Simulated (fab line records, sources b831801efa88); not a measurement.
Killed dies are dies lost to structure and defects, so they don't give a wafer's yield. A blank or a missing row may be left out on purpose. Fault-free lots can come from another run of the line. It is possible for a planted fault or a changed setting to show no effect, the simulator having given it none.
Matching of chambers + flow gf180mcu + 4 sister chambers for GF_V1_CMP_26 on cmp-02
The step polishes, stops on SiO2, t overpolish 15 s, target thk 0 nm. 4 wafers are shown with their chamber, then 7 later ones without.

WAFERS, EACH WITH ITS CHAMBER
| wafer  | chamber | motorCurrentA (A) |
|--------|---------|-------------------|
| L863.2 | 1       | 9.0               |
| L868.6 | 3       | 11.0              |
| L871.1 | 2       | 12.9              |
| L871.2 | 0       | 12.3              |

WAFERS WHOSE CHAMBER IS MISSING
| wafer  | motorCurrentA (A) |
|--------|-------------------|
| L871.3 | 11.3              |
| L877.1 | 12.5              |
| L877.2 | 13.7              |
| L877.6 | 11.1              |
| L881.1 | 10.5              |
| L881.3 | 13.1              |
| L881.5 | 12.2              |

WHICH CHAMBER EACH ONE RAN IN
| wafer  | from the rows above     | in truth |
|--------|-------------------------|----------|
| L871.3 | can't be placed: 3 or 0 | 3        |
| L877.1 | can't be placed: 0 or 2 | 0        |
| L877.2 | can't be placed: 2 or 0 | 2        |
| L877.6 | 3                       | 3        |
| L881.1 | 3                       | 3        |
| L881.3 | can't be placed: 2 or 0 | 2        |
| L881.5 | can't be placed: 0 or 2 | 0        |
Correctly placed: 2 of 7. From these rows, 5 cannot be placed; in 5 the true chamber is one of the candidates. Placed wrongly: 0.
How it was worked out, from the rows above alone: a wafer's distance from a chamber is the root of the sum, over the readings, of the square of ((its reading less the chamber's mean) divided by the reading's scatter). The wafer belongs to the nearest chamber; if the next one is less than 2 further off, it can't be placed. A chamber's mean is the mean of its shown wafers. The scatter (one wafer shown for each chamber): square how far every hidden wafer sits from the nearest shown wafer, average those squares and take the square root.
